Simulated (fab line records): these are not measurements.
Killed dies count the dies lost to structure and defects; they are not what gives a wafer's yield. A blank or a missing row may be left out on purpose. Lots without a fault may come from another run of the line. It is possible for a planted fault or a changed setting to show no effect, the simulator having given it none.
Comparing a struck lot with a sound one    flow gf180mcu    15 steps out of a route of 602
Sound: these wafers, L643.3, L643.5, L643.6. Struck: wafer L652.2. The cause is named last.
Per side, at each step with rows, come the tool, then ch with its chambers, and then its first start. Under that, the readings that differ: sound wafers    struck wafers    difference of the means    sigmas: that difference in standard deviations of wafers without a fault.
alike: a reading whose means differ by less than 2 such deviations, as well as words and numbers matching on both sides. not compared: withheld readings; readings where some wafer has no value; bounds like >300 that might hide an equal value; numbers whose values overlap and for which the record gives no deviation.
The two part at a step that has a row with sigmas, a row that says differs or no value, or rows on one side only. Non-overlapping numbers with no deviation appear without sigmas and do not part them. Lack of a reading on every wafer of one side parts them only where that side has two or more wafers.

GF_HV_LDD_CD_MEAS_46: the cd target is 400 nm.
  sound on cd sem-02 at day 13 09:19; struck on cd sem-01 at day 16 08:10
  alike: cd nm
GF_HV_LDD_OVL_MEAS_47:
  sound on overlay-02 at day 13 09:25; struck on overlay-01 at day 16 08:17
  alike: HV_LDD_03_OVL
then, 1 step without rows for these wafers: GF_HV_LDD_IMPLANT_48.
GF_HV_LDD_STRIP_49: strips in O2/N2.
  sound on plasma asher-03 ch 0,1, day 13 09:37; struck on plasma asher-03 ch 1, day 16 08:28
reading                 sound  struck  difference                    sigmas
rf hours counter h (h)  - - -  74      no value on the sound wafers  
  alike: drypump motor current A, heater power w, oes product au, strip time to endpoint s
GF_HV_LDD_TW_MEAS_50:
  sound on film metro-02 at day 13 09:48; struck on film metro-03 at day 16 08:34
  alike: HV_LDD_4_TW
then, 1 step without rows for these wafers: GF_HV_LDD_CLEAN_51 (cleans in SC1/SC2, time 150 s).
GF_HV_LDD_RTA_52: time 10 s.
  sound on rtp anneal-01 ch 0, day 13 09:55; struck on rtp anneal-02 ch 0, day 16 08:41
reading             sound           struck  difference  sigmas
lamp power pct (%)  29.2 29.2 29.2  33.8    +4.6        +2
  alike: wafer_temp_C_max
GF_HV_LDD_RS_MEAS_53: measurement is done with a four-point probe.
  sound on film metro-01 at day 13 10:00; struck on film metro-03 at day 16 08:45
  alike: HV_LDD_RS
then, 1 step without rows for these wafers: GF_HV_LDD_CVD_54 (deposits SiO2 from TEOS, target thk 10 nm, time 75 s).
GF_HV_LDD_THK_MEAS_55:
  sound on film metro-03 at day 13 12:56; struck on film metro-01 at day 16 09:53
  alike: HV_LDD_CVD_54_THK
then, 1 step without rows for these wafers: GF_HV_LDD_CVD_56 (deposits Si3N4 from DCS/NH3, target thk 90 nm, time 1543 s).
GF_HV_LDD_THK_MEAS_57:
  sound on film metro-02 at day 13 14:52; struck on film metro-01 at day 16 11:23
  alike: HV_LDD_CVD_56_THK
GF_HV_LDD_ETCHBACK_58: etches Si3N4 in CH3F/O2, stops on SiO2, time 100 s, target depth 90 nm.
  sound on rie diel-04 ch 1,2,3, day 13 14:54; struck on rie diel-04 ch 0, day 16 11:26
reading                                  sound              struck  difference  sigmas
oes product au (a.u.)                    0.848 0.844 0.838  0.829   -0.014      -2
model.SiO2_of_HV_LDD_CVD_54.thk nm (nm)  7.571 7.567 7.435  7.998   +0.474      
  alike: ch3f flow sccm, drypump motor current A, throttle valve pct
  not compared: rf hours counter h
then, 1 step without rows for these wafers: GF_NSD_DEHYDRATE_00 (time 60 s).
GF_PASSIVATION_PROBE_99:
  rows exist in the record for the sound wafers here (prober-01, day 30 01:53), none for the struck ones

== WHERE THEY PART ==
Last at GF_PASSIVATION_PROBE_99 as far as this record goes, first at GF_HV_LDD_STRIP_49.

WHY: what the simulator had put in
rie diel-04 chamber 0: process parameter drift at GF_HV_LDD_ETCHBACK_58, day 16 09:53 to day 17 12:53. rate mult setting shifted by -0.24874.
